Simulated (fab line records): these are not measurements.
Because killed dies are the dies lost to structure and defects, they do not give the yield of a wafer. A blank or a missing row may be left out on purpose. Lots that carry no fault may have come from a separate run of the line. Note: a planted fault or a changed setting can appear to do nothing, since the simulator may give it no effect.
Shared-tool check -- flow gf180mcu -- 14 lots, 42 wafers sampled

== REASON FOR OPENING ==
2 of 14 lots carry a flag on the reading LVPWELL_TW at GF_LVPWELL_TW_MEAS_11. No-fault wafers: 559, standard deviation 11.
Rule: a lot is flagged when every wafer of it that has a number lies more than 4 standard deviations from that mean, or none has a number. All remaining lots are regarded as sound.

lot,measured,on,"LVPWELL_TW, wafer by wafer",flag
L216,day 4 06:42,film metro-02,565 564 564,
L217,day 4 13:25,film metro-04,570 568 568,
L219,day 4 22:50,film metro-01,545 542 542,
L223,day 5 20:35,film metro-04,30 31 31,FLAGGED
L224,day 6 06:09,film metro-02,30 30 30,FLAGGED
L228,day 7 02:18,film metro-02,562 562 560,
L229,day 7 07:12,film metro-01,547 542 546,
L230,day 7 08:29,film metro-01,544 547 544,
L231,day 7 12:56,film metro-02,562 560 559,
L233,day 8 01:23,film metro-04,572 571 571,
L234,day 8 08:16,film metro-02,569 563 563,
L236,day 8 19:19,film metro-01,544 544 548,
L237,day 9 01:04,film metro-02,558 559 559,
L238,day 9 06:29,film metro-02,559 559 559,
The numbers of the flagged lots are 30 on average: -529 against the usual, or -48 standard deviations.

== EACH LOT AND THE TOOL IT RAN ON ==
Before the reading, the record contains 2 process steps out of a 602-step route. In each cell: the tool, then ch and the chambers that the sampled wafers went through, then the start.
lot,flag,GF_NWELL_STRIP_10,GF_LVPWELL_STRIP_10
L216,,"plasma asher-03 ch 0,1, day 3 16:39","plasma asher-02 ch 0,1, day 4 06:36"
L217,,"plasma asher-01 ch 0,1, day 4 00:25","plasma asher-02 ch 0,1, day 4 13:19"
L219,,"plasma asher-03 ch 1, day 4 08:33","plasma asher-04 ch 1, day 4 22:44"
L223,FLAGGED,"plasma asher-02 ch 0,1, day 5 05:36","plasma asher-02 ch 0,1, day 5 20:29"
L224,FLAGGED,"plasma asher-01 ch 0,1, day 5 16:12","plasma asher-02 ch 0,1, day 6 06:03"
L228,,"plasma asher-02 ch 0,1, day 6 11:07","plasma asher-02 ch 0,1, day 7 02:12"
L229,,"plasma asher-02 ch 0,1, day 6 16:11","plasma asher-02 ch 0,1, day 7 07:07"
L230,,"plasma asher-01 ch 1, day 6 17:10","plasma asher-02 ch 0,1, day 7 08:23"
L231,,"plasma asher-01 ch 0,1, day 6 21:24","plasma asher-01 ch 0,1, day 7 12:50"
L233,,"plasma asher-02 ch 0,1, day 7 08:55","plasma asher-01 ch 0,1, day 8 01:17"
L234,,"plasma asher-03 ch 0,1, day 7 15:33","plasma asher-04 ch 0,1, day 8 08:09"
L236,,"plasma asher-02 ch 0,1, day 8 02:03","plasma asher-04 ch 0,1, day 8 19:13"
L237,,"plasma asher-03 ch 0,1, day 8 08:13","plasma asher-02 ch 0,1, day 9 00:58"
L238,,"plasma asher-02 ch 0,1, day 8 13:34","plasma asher-01 ch 0,1, day 9 06:23"
What is done by these steps:
- GF_NWELL_STRIP_10: strips in O2/N2.
- GF_LVPWELL_STRIP_10: strips in O2/N2.
- GF_LVPWELL_TW_MEAS_11

== FLAGGED OVER TOTAL, TOOL BY TOOL (the gauges that took the reading come last) ==
step,tool,lots run,flagged,share of the flagged lots,sound lots run after its first flagged lot
GF_NWELL_STRIP_10,plasma asher-01,4,1,some,"2 (L230,L231)"
GF_NWELL_STRIP_10,plasma asher-02,6,1,some,"5 (L228,L229,L233,L236,L238)"
GF_NWELL_STRIP_10,plasma asher-03,4,0,none,-
GF_LVPWELL_STRIP_10,plasma asher-01,3,0,none,-
GF_LVPWELL_STRIP_10,plasma asher-02,8,2,all,"4 (L228,L229,L230,L237)"
GF_LVPWELL_STRIP_10,plasma asher-04,3,0,none,-
GF_LVPWELL_TW_MEAS_11,film metro-01,4,0,none,-
GF_LVPWELL_TW_MEAS_11,film metro-02,7,1,some,"5 (L228,L231,L234,L237,L238)"
GF_LVPWELL_TW_MEAS_11,film metro-04,3,1,some,1 (L233)

== THE TABLE: WHAT IT ALLOWS ==
1 row of the table ran every flagged lot: plasma asher-02 at GF_LVPWELL_STRIP_10.
- plasma asher-02 at GF_LVPWELL_STRIP_10: 2 of its 8 lots flagged. After the first flagged lot (L228, L229, L230, L237), sound lots still ran on it; a lasting fault on the whole tool would not permit that. Its own readings lie more than 4 standard deviations out on every wafer of the flagged lots: strip time to endpoint s.
No row of the table ran every flagged lot and no sound lot after the first.

== WHAT THE SIMULATOR HAD INSERTED ==
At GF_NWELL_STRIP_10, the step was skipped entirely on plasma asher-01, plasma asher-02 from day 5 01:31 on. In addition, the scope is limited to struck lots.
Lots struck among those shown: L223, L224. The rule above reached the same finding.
